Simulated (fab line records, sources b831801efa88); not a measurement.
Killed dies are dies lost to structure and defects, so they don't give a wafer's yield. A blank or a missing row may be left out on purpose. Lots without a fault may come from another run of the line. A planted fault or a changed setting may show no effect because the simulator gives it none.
fab line records | flow sfq_line
record lots=5 wafers=15 last_day=95
route steps=325 shown JJ@197 M5@198 A5B@209 R5@212 I5@228 M8@325
lots that met no fault: from a run of the same line without faults
start_h: hours from the record's first day to the start of the lot's first wafer shown | wait_h: hours since the lot's step before | " the same as in the row above | L1.1+2: a row that stands for several wafers | - no value, or no start given | * or withheld: withheld | < > ~ a bound
route shown NAME@n: a module of which the file shows steps, and the number in the route of the first | usual: mean/standard deviation of fault-free wafers | same: alike in all rows | chamber/n: place in a boat | sites: the reading at each site | _std_site: their standard deviation | _edge_site: outer sites' mean less inner sites' | radius_mm: how far each site lies from the wafer's centre | mask NAME#n: copy n | behind: the tool/chamber that last shaped the wafer | hold: why the lot was held/for how many hours/how that ended | device: the transistor (n, p or np) that didn't switch | end of line: the same wafers' tests at the end of the route | a step without rows: its recipe alone | killed: dies lost to structure and defects at the first sort, not the wafer's yield | map: a wafer's dies, x killed, . not, _ none there
set.NAME: the setting as run; set.NAME@STEP: as run at that earlier step | model.NAME: the simulator's own value behind a step, which no gauge read
lots at some steps of the route; a table a step, a row a wafer
services: from which hour (start_h, from the record's first day; less than 0 if before it) a tool's chamber was out of use, for how many hours, and why
## steps
# step SFQ_TRILAYER_JJ_CE_STRIP_SOLV_CLEAN_121
# recipe chemistry=NMP temp_c=70 time_s=600
# step SFQ_TRILAYER_M5_LITHO_COAT_128
# recipe resist=BARC spin_rpm=3000 resist_thk_nm=62
# step SFQ_TRILAYER_M5_LITHO_COAT_123
# recipe resist=KrF spin_rpm=3000 resist_thk_nm=600
# step SFQ_TRILAYER_M5_LITHO_SOFTBAKE_127
# recipe temp_c=withheld time_s=withheld resist=KrF
# step SFQ_TRILAYER_M5_LITHO_EXPOSE_124
# recipe mask_id=M5 na=0.6 source_shape=conventional sigma_outer=0.65 target_cd_nm=700 dose_mj=14.4
# step SFQ_TRILAYER_M5_LITHO_PEB_126
# recipe peb_temp_c=115 peb_time_s=60 resist=KrF
# step SFQ_TRILAYER_M5_LITHO_DEVELOP_125
# recipe time_s=60 resist=KrF
# step SFQ_M5_OVL_MEAS_932
# usual M5_OVL=-3/5.6
# columns lot.wafer tool chamber start_h wait_h M5_OVL[nm]
L340.2 overlay-01 - 1658.62 0.1 -10
L340.4 " - " " -9
L340.5 " - " " -7
L344.1 overlay-01 - 1729.38 0.1 -1
L344.3 " - " " 5
L344.4 " - " " 0
L348.2 overlay-01 - 1753.38 0.1 0
L348.3 " - " " -3
L348.6 " - " " -1
L355.2 overlay-02 - 1793.46 0.1 -5
L355.5 " - " " -5
L355.6 " - " " -6
L359.1 overlay-02 - 1807.85 0.1 2
L359.3 " - " " -1
L359.6 " - " " 5
# step SFQ_TRILAYER_M5_BARC_OPEN_METAL_ETCH_161
# recipe mask_material=PR chemistry=O2 target_depth_nm=125 target=BARC icp_w=600 bias_w=80 pressure_mtorr=10 time_s=41.7
# step SFQ_TRILAYER_M5_ETCH_METAL_ETCH_126
# recipe target=Nb stop_on=SiO2 mask_material=PR over_etch_frac=0.15 time_s=203.2 chemistry=Cl2/BCl3 target_depth_nm=265 icp_w=600 bias_w=80 pressure_mtorr=10
# usual drypump_motor_current_A=5.5/0.38 oes_product_au=0.729/0.0065
# columns lot.wafer tool chamber start_h wait_h drypump_motor_current_A oes_product_au rf_hours_counter_h
L340.2 rie_metal-04 1 1658.71 0.0 5.2 0.728 41
L340.4 " 0 " " 5.3 0.724 -
L340.5 " 1 " " 5.2 0.739 -
L344.1 rie_metal-02 1 1729.47 0.0 6.4 0.735 46
L344.3 " 1 " " 6.5 0.730 -
L344.4 " 0 " " 5.3 0.737 -
L348.2 rie_metal-01 0 1753.47 0.0 5.4 0.722 87
L348.3 " 1 " " 5.4 0.734 -
L348.6 " 1 " " 5.4 0.716 -
L355.2 rie_metal-04 0 1793.55 0.0 5.2 0.740 56
L355.5 " 0 " " 5.3 0.733 -
L355.6 " 1 " " 5.2 0.727 -
L359.1 rie_metal-01 0 1807.95 0.0 5.4 0.728 97
L359.3 " 1 " " 5.4 0.730 -
L359.6 " 0 " " 5.4 0.728 -
# step SFQ_TRILAYER_M5_STRIP_STRIP_127
# recipe gas=O2 power_w=200 platen_temp_c=40 overash_fraction=0.65 chemistry=O2 pressure_mtorr=50
# usual drypump_motor_current_A=5.5/0.38 oes_product_au=1.003/0.011
# same overash_fraction=0.65
# columns lot.wafer tool chamber start_h wait_h drypump_motor_current_A oes_product_au rf_hours_counter_h
L340.2 rie_metal-04 1 1658.90 0.1 5.2 0.992 41
L340.4 " 0 " " 5.3 1.020 -
L340.5 " 1 " " 5.2 1.001 -
L344.1 rie_metal-02 1 1729.67 0.1 6.4 0.992 46
L344.3 " 1 " " 6.4 0.992 -
L344.4 " 0 " " 5.3 1.015 -
L348.2 rie_metal-01 0 1753.67 0.1 5.4 1.001 88
L348.3 " 1 " " 5.4 1.033 -
L348.6 " 1 " " 5.3 1.017 -
L355.2 rie_metal-04 0 1793.74 0.1 5.3 1.001 56
L355.5 " 0 " " 5.3 1.004 -
L355.6 " 1 " " 5.2 1.006 -
L359.1 rie_metal-01 0 1808.14 0.1 5.4 0.995 97
L359.3 " 1 " " 5.4 1.015 -
L359.6 " 0 " " 5.4 0.987 -
# step SFQ_TRILAYER_M5_STRIP_SOLV_CLEAN_128
# recipe chemistry=NMP temp_c=70 time_s=600
# step SFQ_TRILAYER_A5B_DEP_PECVD_129
# recipe material=SiO2 temp_c=150 time_s=133.33 pressure_torr=2.4 rf_w=183.3 precursor=SiH4/N2O target_thk_nm=600
# usual heater_power_w=94/13 throttle_valve_pct=25.4/1.9
# columns lot.wafer tool chamber start_h wait_h heater_power_w throttle_valve_pct model.SiO2_of_TRILAYER_A5B_DEP_PECVD_129.thk_nm
L340.2 pecvd-01 0 1659.68 0.0 74 25.5 593.8
L340.4 " 1 " " 95 28.4 616.5
L340.5 " 2 " " 90 25.9 608.4
L344.1 pecvd-04 1 1730.44 0.0 88 25.7 593.8
L344.3 " 2 " " 106 23.3 594.1
L344.4 " 0 " " 108 24.7 600.1
L348.2 pecvd-04 1 1754.62 0.0 80 25.7 266.5
L348.3 " 2 " " 100 23.6 595.7
L348.6 " 0 " " 109 24.8 598.1
L355.2 pecvd-02 0 1794.69 0.0 84 25.2 603.3
L355.5 " 2 " " 108 29.6 609.1
L355.6 " 1 " " 88 26.0 600.5
L359.1 pecvd-01 1 1809.09 0.0 104 23.7 606.9
L359.3 " 2 " " 105 23.2 597.3
L359.6 " 2 " " 87 23.0 602.8
# step SFQ_TRILAYER_A5B_CMP_CMP_130
# recipe stop_on=Nb down_force_psi=3 platen_rpm=60 target_thk_nm=340.7
# usual motor_current_A=10.2/0.84 retaining_ring_pressure_frac=0.999/0.0047
# columns lot.wafer tool chamber start_h wait_h motor_current_A retaining_ring_pressure_frac model.SiO2_of_TRILAYER_A5B_DEP_PECVD_129.thk_nm
L340.4 cmp-01 1 1662.00 2.2 10.2 1.005 348.8
L340.2 " 3 1663.00 3.3 10.1 1.002 349
L340.5 " 1 1664.00 4.2 10.6 0.996 344.5
L344.3 cmp-02 0 1732.08 1.6 8.3 1.000 348.6
L344.4 " 1 " " 10.4 1.000 348.3
L344.1 " 2 " " 12.1 0.995 340.3
L348.3 cmp-02 0 1755.71 1.0 8.3 0.998 337.2
L348.2 " 1 " " 10.6 1.005 266.5
L348.6 " 2 " " 11.3 1.003 321.7
L355.2 cmp-02 0 1796.05 1.3 8.3 0.998 333.3
L355.6 " 2 1797.05 2.3 11.1 1.006 328.4
L355.5 " 3 " " 10.7 1.001 337.5
L359.1 cmp-01 3 1809.62 0.5 9.7 0.995 346.6
L359.3 " 0 " " 10.6 1.003 334.4
L359.6 " 3 1811.62 2.4 10.1 0.995 344.7
# step SFQ_TRILAYER_A5B_METRO_MEASURE_131
# usual thk_nm=341/6.2
# columns lot.wafer tool chamber start_h wait_h thk_nm
L340.2 film_metro-02 - 1664.70 1.2 349
L340.4 " - " " 349
L340.5 " - " " 345
L344.1 film_metro-02 - 1735.08 1.5 340
L344.3 " - " " 349
L344.4 " - " " 349
L348.2 film_metro-01 - 1757.91 1.2 267
L348.3 " - " " 337
L348.6 " - " " 322
L355.2 film_metro-03 - 1798.25 1.7 333
L355.5 " - " " 337
L355.6 " - " " 328
L359.1 film_metro-01 - 1812.62 2.5 347
L359.3 " - " " 334
L359.6 " - " " 345
# step SFQ_TRILAYER_R5_DEP_SPUTTER_132
# recipe material=Ti base_pressure_pa=1.33e-06 target_thk_nm=5 power_w=2000 time_s=5 chamber_pressure_pa=0.4
# usual throttle_valve_pct=30.5/1.2
# columns lot.wafer tool chamber start_h wait_h throttle_valve_pct
L340.2 pvd_sputter-04 - 1665.70 0.8 29.3
L340.4 " - " " 30.6
L340.5 " - " " 30.0
L344.1 pvd_sputter-05 - 1736.28 1.0 31.4
L344.3 " - " " 31.5
L344.4 " - " " 27.8
L348.2 pvd_sputter-06 - 1758.91 0.8 30.0
L348.3 " - " " 30.6
L348.6 " - " " 30.6
L355.2 pvd_sputter-04 - 1799.25 0.8 29.5
L355.5 " - " " 30.5
L355.6 " - " " 29.8
L359.1 pvd_sputter-06 - 1813.82 1.0 32.8
L359.3 " - " " 30.8
L359.6 " - " " 30.2
# step SFQ_TRILAYER_R5_DEP_SPUTTER_133
# recipe material=MoNx base_pressure_pa=1.33e-06 target_thk_nm=40 power_w=1000 time_s=66.7 chamber_pressure_pa=0.4
# step SFQ_TRILAYER_R5_DEP_SPUTTER_134
# recipe material=Ti base_pressure_pa=1.33e-06 target_thk_nm=5 power_w=2000 time_s=5 chamber_pressure_pa=0.4
# step SFQ_R5_RS_MEAS_933
# recipe thk_meas_gauge=four-point-probe reads=Ti_of_TRILAYER_R5_DEP_SPUTTER_134+MoNx_of_TRILAYER_R5_DEP_SPUTTER_133+Ti_of_TRILAYER_R5_DEP_SPUTTER_132
# usual R5_MONX_RS=7.07/0.094
# columns lot.wafer tool chamber start_h wait_h R5_MONX_RS[ohm/sq]
L340.2 film_metro-04 - 1665.82 0.0 7.14
L340.4 " - " " 7.12
L340.5 " - " " 7.07
L344.1 film_metro-03 - 1736.37 0.0 6.94
L344.3 " - " " 6.90
L344.4 " - " " 6.93
L348.2 film_metro-03 - 1759.02 0.0 7.14
L348.3 " - " " 7.04
L348.6 " - " " 7.01
L355.2 film_metro-01 - 1799.36 0.0 7.01
L355.5 " - " " 7.03
L355.6 " - " " 7.04
L359.1 film_metro-03 - 1813.92 0.0 7.07
L359.3 " - " " 6.99
L359.6 " - " " 7.04
# step SFQ_R5_THK_MEAS_934
# recipe thk_meas_gauge=xrf reads=MoNx_of_TRILAYER_R5_DEP_SPUTTER_133
# usual R5_MONX_THK=40.0/0.6
# columns lot.wafer tool chamber start_h wait_h R5_MONX_THK[nm]
L340.2 film_metro-04 - 1665.93 0.1 39.7
L340.4 " - " " 39.7
L340.5 " - " " 40.0
L344.1 film_metro-03 - 1736.49 0.1 40.8
L344.3 " - " " 41.1
L344.4 " - " " 41.0
L348.2 film_metro-03 - 1759.13 0.1 39.7
L348.3 " - " " 40.0
L348.6 " - " " 40.4
L355.2 film_metro-01 - 1799.47 0.1 40.4
L355.5 " - " " 40.3
L355.6 " - " " 40.3
L359.1 film_metro-03 - 1814.04 0.1 39.7
L359.3 " - " " 40.3
L359.6 " - " " 40.0
# step SFQ_TRILAYER_R5_LITHO_COAT_141
# recipe resist=BARC spin_rpm=3000 resist_thk_nm=62
# step SFQ_TRILAYER_R5_LITHO_COAT_136
# recipe resist=KrF spin_rpm=3000 resist_thk_nm=600
# step SFQ_TRILAYER_R5_LITHO_SOFTBAKE_140
# recipe temp_c=withheld time_s=withheld resist=KrF
# step SFQ_TRILAYER_R5_LITHO_EXPOSE_137
# recipe mask_id=R5 na=0.6 source_shape=conventional sigma_outer=0.65 target_cd_nm=500 dose_mj=14.4
# step SFQ_TRILAYER_R5_LITHO_PEB_139
# recipe peb_temp_c=115 peb_time_s=60 resist=KrF
# step SFQ_TRILAYER_R5_LITHO_DEVELOP_138
# recipe time_s=60 resist=KrF
# step SFQ_R5_OVL_MEAS_935
# usual R5_OVL=0/5.5
# columns lot.wafer tool chamber start_h wait_h R5_OVL[nm]
L340.2 overlay-02 - 1668.43 0.1 3
L340.4 " - " " 7
L340.5 " - " " 0
L344.1 overlay-01 - 1741.58 0.1 -12
L344.3 " - " " -7
L344.4 " - " " -5
L348.2 overlay-02 - 1770.66 0.1 -4
L348.3 " - " " -8
L348.6 " - " " -9
L355.2 overlay-02 - 1801.94 0.1 -6
L355.5 " - " " 5
L355.6 " - " " 2
L359.1 overlay-02 - 1816.95 0.1 -6
L359.3 " - " " -3
L359.6 " - " " -7
# step SFQ_TRILAYER_R5_BARC_OPEN_METAL_ETCH_177
# recipe mask_material=PR chemistry=O2 target_depth_nm=125 target=BARC icp_w=600 bias_w=80 pressure_mtorr=10 time_s=41.7
# step SFQ_TRILAYER_R5_ETCH_METAL_ETCH_139
# recipe stop_on=SiO2 mask_material=PR chemistry=Cl2 target_depth_nm=60 icp_w=600 bias_w=80 pressure_mtorr=10 time_s=40
# usual drypump_motor_current_A=5.6/0.47 oes_product_au=0.992/0.0048
# columns lot.wafer tool chamber start_h wait_h drypump_motor_current_A oes_product_au rf_hours_counter_h
L340.2 rie_metal-03 0 1668.52 0.0 5.5 0.992 70
L340.4 " 1 " " 5.8 0.988 -
L340.5 " 0 " " 5.5 1.002 -
L344.1 rie_metal-03 0 1741.68 0.0 5.5 0.991 80
L344.3 " 0 " " 5.5 0.991 -
L344.4 " 1 " " 5.8 0.990 -
L348.2 rie_metal-03 0 1770.75 0.0 5.5 0.992 84
L348.3 " 0 " " 5.5 0.995 -
L348.6 " 1 " " 5.8 0.997 -
L355.2 rie_metal-02 1 1802.03 0.0 6.4 0.993 57
L355.5 " 0 " " 5.3 0.985 -
L355.6 " 1 " " 6.4 0.988 -
L359.1 rie_metal-04 1 1817.04 0.0 5.2 0.984 67
L359.3 " 0 " " 5.3 0.993 -
L359.6 " 0 " " 5.3 0.988 -
# step SFQ_TRILAYER_R5_STRIP_STRIP_140
# recipe gas=O2 power_w=200 platen_temp_c=40 overash_fraction=0.65 chemistry=O2 pressure_mtorr=50
# step SFQ_TRILAYER_R5_STRIP_SOLV_CLEAN_141
# recipe chemistry=NMP temp_c=70 time_s=600
# step SFQ_TRILAYER_A5C_DEP_PECVD_142
# recipe material=SiO2 temp_c=150 time_s=15.556 pressure_torr=2.4 rf_w=183.3 precursor=SiH4/N2O target_thk_nm=70
# step SFQ_TRILAYER_I5_LITHO_COAT_149
# recipe resist=BARC spin_rpm=3000 resist_thk_nm=62
# step SFQ_TRILAYER_I5_LITHO_COAT_144
# recipe resist=KrF spin_rpm=3000 resist_thk_nm=650
# step SFQ_TRILAYER_I5_LITHO_SOFTBAKE_148
# recipe temp_c=withheld time_s=withheld resist=KrF
# step SFQ_TRILAYER_I5_LITHO_EXPOSE_145
# recipe mask_id=I5 na=0.6 source_shape=conventional sigma_outer=0.65 target_cd_nm=700 dose_mj=21.3
# step SFQ_TRILAYER_I5_LITHO_PEB_147
# recipe peb_temp_c=115 peb_time_s=60 resist=KrF
# step SFQ_TRILAYER_I5_LITHO_DEVELOP_146
# recipe time_s=60 resist=KrF
# step SFQ_I5_OVL_MEAS_936
# usual I5_OVL=2/5.9
# columns lot.wafer tool chamber start_h wait_h I5_OVL[nm]
L340.2 overlay-01 - 1671.81 0.1 7
L340.4 " - " " 1
L340.5 " - " " -1
L344.1 overlay-01 - 1746.38 0.1 -1
L344.3 " - " " 2
L344.4 " - " " 4
L348.2 overlay-02 - 1856.55 0.1 1
L348.3 " - " " -4
L348.6 " - " " -3
L355.2 overlay-01 - 1901.07 0.1 3
L355.5 " - " " -8
L355.6 " - " " 3
L359.1 overlay-01 - 1915.47 0.1 6
L359.3 " - " " -2
L359.6 " - " " 9
# step SFQ_TRILAYER_I5_BARC_OPEN_VIA_ETCH_200
# recipe mask_material=PR chemistry=O2 target_depth_nm=125 target=BARC source_w=500 bias_w=80 pressure_mtorr=30 time_s=41.7
# step SFQ_TRILAYER_I5_ETCH_VIA_ETCH_147
# recipe stop_on=Nb mask_material=PR chemistry=CHF3 target_depth_nm=360 source_w=500 bias_w=80 pressure_mtorr=30 time_s=withheld
# step SFQ_TRILAYER_I5_STRIP_STRIP_148
# recipe gas=O2 power_w=200 platen_temp_c=40 overash_fraction=0.65 chemistry=O2 pressure_mtorr=50
# usual drypump_motor_current_A=5.33/0.17 oes_product_au=1.003/0.0098
# same overash_fraction=0.65
# columns lot.wafer tool chamber start_h wait_h drypump_motor_current_A oes_product_au rf_hours_counter_h
L340.2 rie_metal-01 1 1672.03 - 5.37 1.029 17
L340.4 " 0 " " 5.37 1.002 -
L340.5 " 1 " " 5.36 1.019 -
L344.1 rie_metal-04 0 1746.61 - 5.26 0.993 47
L344.3 " 0 " " 5.24 1.000 -
L344.4 " 1 " " 5.13 0.999 -
L348.2 rie_metal-01 1 1856.77 - 5.35 1.008 50
L348.3 " 1 " " 5.36 1.013 -
L348.6 " 1 " " 5.35 1.010 -
L355.2 rie_metal-03 1 1901.29 - 5.76 0.996 76
L355.5 " 0 " " 5.46 1.007 -
L355.6 " 1 " " 5.77 1.007 -
L359.1 rie_metal-04 0 1915.69 - 5.28 1.006 73
L359.3 " 1 " " 5.17 0.993 -
L359.6 " 1 " " 5.17 1.002 -
# step SFQ_M8_BOW_MEAS_951
# recipe mode=bow
# usual M8_BOW=8/9.7
# columns lot.wafer tool chamber start_h wait_h M8_BOW[um] model.etest.i5.link_ohm
L340.2 film_metro-04 - 1897.59 0.0 4 2.247
L340.4 " - " " 3 2.232
L340.5 " - " " 6 2.254
L344.1 film_metro-04 - 1970.88 0.0 8 2.235
L344.3 " - " " 15 2.264
L344.4 " - " " 12 2.253
L348.2 film_metro-02 - 2151.43 0.0 -2 2.276
L348.3 " - " " 2 2.297
L348.6 " - " " -2 2.289
L355.2 film_metro-04 - 2252.86 0.0 10 2.262
L355.5 " - " " 8 2.264
L355.6 " - " " 7 2.26
L359.1 film_metro-01 - 2270.97 0.0 13 2.268
L359.3 " - " " 13 2.271
L359.6 " - " " 1 2.273
## services
# columns tool chamber start_h hours kind
cmp-02 - 1644.95 5.1 pm
rie_metal-01 0 1649.79 3.2 repair
cmp-02 - 1652.40 1.6 repair
rie_metal-04 0 1668.23 7.6 repair
film_metro-02 - 1680.81 0.6 pm
cmp-02 - 1682.77 1.5 repair
pecvd-01 - 1686.25 14.0 pm
film_metro-02 - 1695.45 0.2 pm
rie_metal-01 0 1704.13 36.8 repair
cmp-01 - 1711.49 11.4 repair
film_metro-02 - 1713.46 4.6 pm
pecvd-01 - 1721.64 1.3 repair
cmp-02 - 1735.62 0.3 repair
pvd_sputter-04 - 1736.26 7.4 repair
film_metro-02 - 1750.85 0.6 pm
pvd_sputter-04 - 1754.40 1.9 repair
rie_metal-03 - 1758.16 2.8 pm
cmp-01 - 1774.08 2.1 repair
cmp-02 - 1774.44 4.0 pm
rie_metal-04 1 1809.49 3.3 repair
rie_metal-04 - 1824.92 0.4 repair
rie_metal-02 - 1829.42 0.1 repair
cmp-02 - 1841.05 1.9 repair
rie_metal-02 - 1860.86 0.8 repair
## key
first_sign step=SFQ_TRILAYER_A5B_METRO_MEASURE_131 reading=thk_nm direction=down sigmas=12 usual=341 struck=267
effect none on later readings
model_effect step=SFQ_TRILAYER_A5B_DEP_PECVD_129 value=SiO2_of_TRILAYER_A5B_DEP_PECVD_129.thk_nm without=592.1 struck=266.5
model_effect step=SFQ_TRILAYER_A5B_CMP_CMP_130 value=SiO2_of_TRILAYER_A5B_DEP_PECVD_129.thk_nm without=335.1 struck=266.5
model_effect step=SFQ_M8_BOW_MEAS_951 value=etest.i5.link_ohm without=2.309 struck=2.276
met_at SFQ_TRILAYER_A5B_DEP_PECVD_129
struck_wafers L348.2
onset_between 1730.44 1754.62
fault kind=process_parameter_drift tool=pecvd-04 chamber=1 onset_h=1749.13 steps=SFQ_TRILAYER_A5B_DEP_PECVD_129 channel=target_thk_nm offset=-328.15 shape=step end_h=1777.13 acts_in=these_recipes_only stated=600
